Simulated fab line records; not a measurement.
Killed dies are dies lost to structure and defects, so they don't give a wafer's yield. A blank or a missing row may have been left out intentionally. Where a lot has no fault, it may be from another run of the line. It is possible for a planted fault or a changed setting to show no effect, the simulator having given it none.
The tool behind it: which one? | flow sky130 | 11 lots with 32 wafers sampled at 2 steps, on a route of 708 steps

## WHAT EACH GAUGE READ, for each wafer
SKY_FIELD_ISO_THK_MEAS_02. Usual: for FIELD_ISO_OXIDATION_00_THK the level is 12.03 nm and the standard deviation is 0.23.
lot  | measured    | on            | FIELD_ISO_OXIDATION_00_THK (nm) | flag
L928 | day 1 12:34 | film_metro-02 | 12.11 12.02 12.09               |
L929 | day 1 16:38 | film_metro-03 | 12.38 12.23 12.11               |
L931 | day 2 02:38 | film_metro-02 | 11.80 11.87 11.91               |
L933 | day 2 13:34 | film_metro-02 | 12.10 12.22 11.92               |
L934 | day 2 19:37 | film_metro-01 | 11.58 11.73 11.62               |
L941 | day 4 04:40 | film_metro-01 | 12.32 12.10                     |
L943 | day 4 18:18 | film_metro-01 | 12.01 11.83 11.88               |
L945 | day 5 01:09 | film_metro-03 | 12.39 12.11 12.41               |
L947 | day 5 13:09 | film_metro-02 | 12.06 11.83 11.96               |
L948 | day 5 16:08 | film_metro-02 | 11.76 11.93 11.72               |
L951 | day 6 06:38 | film_metro-03 | 11.73 11.75 11.81               |

SKY_PWDE_TW_MEAS_10. Usual: for PWDE_TW the level is 373.8 and the standard deviation is 2.7.
lot  | measured    | on            | PWDE_TW           | flag
L928 | day 4 04:52 | film_metro-03 | 377.8 375.6 374.2 |
L929 | day 4 07:46 | film_metro-04 | 372.1 369.0 371.2 |
L931 | day 4 10:55 | film_metro-01 | 374.0 376.9 374.6 |
L933 | day 5 00:07 | film_metro-01 | 377.0 378.2 379.6 |
L934 | day 5 06:18 | film_metro-01 | 374.5 374.3 377.0 |
L941 | day 7 02:04 | film_metro-03 | 371.4 371.7       |
L943 | day 7 12:33 | film_metro-04 | 371.8 368.5 367.9 |
L945 | day 7 19:36 | film_metro-03 | 371.1 372.5 370.4 |
L947 | day 8 10:42 | film_metro-03 | 373.0 371.1 372.8 |
L948 | day 8 10:58 | film_metro-04 | 373.7 372.8 375.8 |
L951 | day 9 08:04 | film_metro-04 | 374.1 374.4 373.6 |

## WHAT TOOL EACH LOT RAN ON (gives the tool, then ch and the chambers of the sampled wafers, and finally the start)
The record shows no process step preceding these readings.

## AS READ BY THE TOOLS THEMSELVES (means over the sampled wafers that have a number; for cases with no such wafer, the mark the record gives instead)
The record holds no such reading with a usual standard deviation.

## THE ANSWER, worked out from the rows above alone
Rule: lot off if the mean of its wafers having a number is beyond 3 standard deviations from the usual mean. A lot without any number at a reading at which 4 lots or more have one is off too. Where the step has rows for the other lots, those lots are counted as sound. The gauges are gone through in route order, then the tools' own readings, and for those a lot's mean is taken as printed above. The first step at which some lot is off is used, and at that step the reading that is off furthest; a lot without a number counts as furthest.
None of the lots is off at any reading shown; this tells nothing.

## WHAT THE SIMULATOR PUT IN
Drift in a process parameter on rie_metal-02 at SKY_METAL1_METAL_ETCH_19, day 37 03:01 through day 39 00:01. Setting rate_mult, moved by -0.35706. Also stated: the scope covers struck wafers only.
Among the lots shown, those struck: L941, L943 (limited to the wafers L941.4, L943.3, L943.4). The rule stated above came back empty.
